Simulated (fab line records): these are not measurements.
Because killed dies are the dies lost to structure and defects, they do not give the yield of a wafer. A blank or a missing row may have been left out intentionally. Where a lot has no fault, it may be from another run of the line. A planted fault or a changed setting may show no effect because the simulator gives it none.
2 desks looking at one fault | flow gf180mcu | each desk holds nothing but its own numbers, with what lay behind them at the end

## THE TOOL OWNER'S DESK: implanter-04
For each lot that ran on this tool, the mean over its sampled wafers that have a number, from the tool's own readings at GF_HV_LDD_IMPLANT_48. Any lot whose mean is over 4 standard deviations away from the usual mean is out of limits and marked OUT; that distance is given in the brackets.
Columns: A = dose_ions_cm2 at GF_HV_LDD_IMPLANT_48, usual 2.9998e+13; B = faraday_current_uA at GF_HV_LDD_IMPLANT_48, usual 169; C = tilt_deg at GF_HV_LDD_IMPLANT_48, usual 7.003 degrees
lot  | first seen here | A                    | B   | C
L713 | day 13 19:25    | 2.9948e+13           | 169 | 6.980
L714 | day 14 03:27    | 3.0012e+13           | 173 | 7.011
L719 | day 15 23:54    | 2.9994e+13           | 164 | 7.016
L720 | day 16 04:06    | 2.8750e+13 (-45) OUT | 160 | 7.012
L722 | day 17 00:04    | 2.8743e+13 (-45) OUT | 160 | 6.995
Finding of this desk: L720, L722 out of limits; the first was L720 at day 16 04:06, on dose_ions_cm2 at GF_HV_LDD_IMPLANT_48. Within limits: L713, L714, L719.

## THE METROLOGY DESK
What the gauges read, lot by lot, whatever tool the lot ran on: means of the sampled wafers that have a number. Any lot whose mean is over 4 standard deviations away from the usual mean is out of limits and marked OUT; that distance is given in the brackets.
Columns: A = V1_CVD_02_THK at GF_V1_THK_MEAS_03, usual 847 nm
lot  | first seen here | A
L709 | day 17 04:44    | 834
L710 | day 17 12:16    | 862
L711 | day 17 22:05    | 845
L712 | day 18 11:18    | 843
L713 | day 18 18:08    | 852
L714 | day 19 04:08    | 835
L719 | day 21 08:37    | 867
L720 | day 21 10:02    | 857
L722 | day 22 05:41    | 851
L723 | day 22 16:22    | 838
L727 | day 23 15:34    | 851
L728 | day 24 02:29    | 843
L731 | day 24 21:01    | 837
L732 | day 25 06:32    | 850
This desk found nothing out of limits on any of the 14 lots.

## ALL TOGETHER
The tool owner's desk could have raised an alarm at day 16 04:06, on L720, L722.
At the metrology desk, nothing out of limits was observed.
The metrology desk has L720, L722 on record, within its limits.
On implanter-04, each named lot ran GF_HV_LDD_IMPLANT_48.

## WHAT THE SIMULATOR HAD INSERTED
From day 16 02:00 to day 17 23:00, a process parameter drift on implanter-04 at GF_HV_LDD_IMPLANT_48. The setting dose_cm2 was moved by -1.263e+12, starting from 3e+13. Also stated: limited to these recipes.
Shown lots that were struck: L720, L722.
How many hours passed from the start of the fault until each desk's first out-of-limits reading: the tool owner's desk, 2.
